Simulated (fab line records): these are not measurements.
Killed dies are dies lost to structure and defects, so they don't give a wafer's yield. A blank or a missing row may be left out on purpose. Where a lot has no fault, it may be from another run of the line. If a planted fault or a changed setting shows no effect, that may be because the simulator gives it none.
Which tool did it? ; flow gf180mcu ; 6 lots, 18 wafers sampled, at 2 steps of a route of 602

== WHAT EACH GAUGE READ, for each wafer ==
GF_STI_THK_MEAS_24.
lot;measured;on;STI_CVD_23_THK (nm)
L377;day 2 09:34;filmMetro-04;653 646 646
L379;day 2 21:20;filmMetro-02;640 649 651
L381;day 3 06:07;filmMetro-02;654 651 651
L388;day 4 16:25;filmMetro-04;451 659 644
L391;day 5 08:28;filmMetro-02;454 654 451
L394;day 6 04:20;filmMetro-04;651 649 661

== TOOL THAT RAN EACH LOT (tool first, then ch and the chambers of the sampled wafers, then the start) ==
lot;GF_STI_CVD_23
L377;hdpcvd-02 ch 1,2, day 2 09:29
L379;hdpcvd-02 ch 1,2, day 2 21:14
L381;hdpcvd-01 ch 0,2, day 3 06:01
L388;hdpcvd-01 ch 0,1,2, day 4 16:20
L391;hdpcvd-01 ch 0,1, day 5 08:23
L394;hdpcvd-02 ch 0,1, day 6 04:15
- GF_STI_CVD_23: deposits SiO2, target thk 650 nm, time 108.3 s.

== THE ANSWER, worked out from the rows above alone ==
Rule: what is usual is taken from the lots themselves. The widest of any qualifying gaps counts: lots, ordered by their means at a reading, are off when they make up no more than a third of the lots, leave a main group of 4 or more, and stand apart from it by 3 or more times the standard deviation of that group's means. The tables above print the reading to a certain number of digits; a main group whose means all agree to those digits is not used. Also off: a lot with no number at a reading for which 4 or more lots have one. Any other lot the step has rows for is counted as sound.
Off: at GF_STI_THK_MEAS_24 (STI_CVD_23_THK), L388, L391. The main group: mean 650 nm, standard deviation 2.8.
A tool fits if, at a process step before that reading, it ran every lot that is off, and no sound lot after the first of them. Gauges at GF_STI_THK_MEAS_24: tried the same way as those tools. One candidate fits, namely hdpcvd-01 at GF_STI_CVD_23. A fault onset in the window from L381 (day 3 06:01, its last sound lot) to L388 (day 4 16:20, its first lot off) fits.

== WHAT THE SIMULATOR PUT IN ==
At GF_STI_CVD_23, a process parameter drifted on hdpcvd-01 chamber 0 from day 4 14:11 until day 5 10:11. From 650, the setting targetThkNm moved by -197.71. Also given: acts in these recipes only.
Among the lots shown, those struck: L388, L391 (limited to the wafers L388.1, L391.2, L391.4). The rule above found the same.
